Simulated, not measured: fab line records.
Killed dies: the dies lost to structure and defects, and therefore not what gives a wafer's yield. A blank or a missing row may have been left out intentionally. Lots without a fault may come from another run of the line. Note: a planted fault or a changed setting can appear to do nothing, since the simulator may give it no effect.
One fault through the eyes of 2 desks	flow sky130	each desk holds nothing but its own numbers, with what lay behind them at the end

## FROM THE METROLOGY DESK
Means of the sampled wafers that have a number, per lot and without regard to the tool the lot ran on: this is what the gauges read. The brackets show how far a lot's mean lies from the usual mean; more than 4 standard deviations puts the lot out of limits, marked OUT.
Columns: A = SD_N_TW at SKY_SD_N_TW_MEAS_12, usual 4025; B = LI_CONTACT_OVL at SKY_LI_CONTACT_OVL_MEAS_13, usual 1 nm; C = LOCAL_INTERCONNECT_TIN_RS at SKY_LOCAL_INTERCONNECT_RS_MEAS_01, usual 14.16 ohm/sq; D = LOCAL_INTERCONNECT_TIN_THK at SKY_LOCAL_INTERCONNECT_THK_MEAS_02, usual 101.3 nm
lot	first seen here	A	B	C	D
L391	day 29 12:17	4032	0	13.96	102.9
L395	day 30 05:37	4040	-3	14.26	100.7
L396	day 30 15:32	4059	-1	14.12	101.5
L397	day 30 18:50	4020	-1	14.06	101.1
L398	day 31 11:01	3987	-1	14.28	99.7
L402	day 32 05:49	4015	13	14.85 (+5.3) OUT	97.9
L403	day 33 02:25	4053	1	14.74 (+4.5) OUT	97.6
L405	day 33 17:26	4051	-0	14.14	101.5
L407	day 34 05:59	3999	-0	14.13	102.2
L408	day 34 10:35	4015	3	14.03	102.9
Per this desk, out of limits: L402, L403; the first was L402, day 33 11:18 (LOCAL_INTERCONNECT_TIN_RS at SKY_LOCAL_INTERCONNECT_RS_MEAS_01). L391, L395, L396, L397, L398, L405, L407, L408: within limits.

## FOR THE TOOL OWNER'S DESK: pvd-sputter-03
At SKY_LOCAL_INTERCONNECT_SPUTTER_00 (material TiN, target thk 100 nm, time 83.3 s) the tool's own readings: per lot run on this tool, the mean of the sampled wafers that have a number. The brackets show how far a lot's mean lies from the usual mean; more than 4 standard deviations puts the lot out of limits, marked OUT.
Columns: A = throttle-valve-pct at SKY_LOCAL_INTERCONNECT_SPUTTER_00, usual 30.0 %
lot	first seen here	A
L391	day 30 19:14	29.3
L397	day 32 00:59	30.0
L398	day 32 17:46	29.3
L402	day 33 11:13	29.1
L403	day 34 07:08	29.3
This desk's finding: nothing out of limits on any of the 5 lots.

## ALL TOGETHER
On L402, L403, the metrology desk was in a position to raise an alarm at day 33 11:18.
The desk of the tool owner found nothing out of limits.
Tool owner's desk: L402, L403 on record, inside its limits.
All the named lots went through SKY_LOCAL_INTERCONNECT_SPUTTER_00 on pvd-sputter-03.

## WHAT HAD BEEN PUT IN BY THE SIMULATOR
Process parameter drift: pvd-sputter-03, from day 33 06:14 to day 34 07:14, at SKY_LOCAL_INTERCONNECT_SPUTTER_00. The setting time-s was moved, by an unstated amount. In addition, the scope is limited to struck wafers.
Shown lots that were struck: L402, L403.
Delay in hours, fault start to first out-of-limits reading, per desk: metrology desk 5.
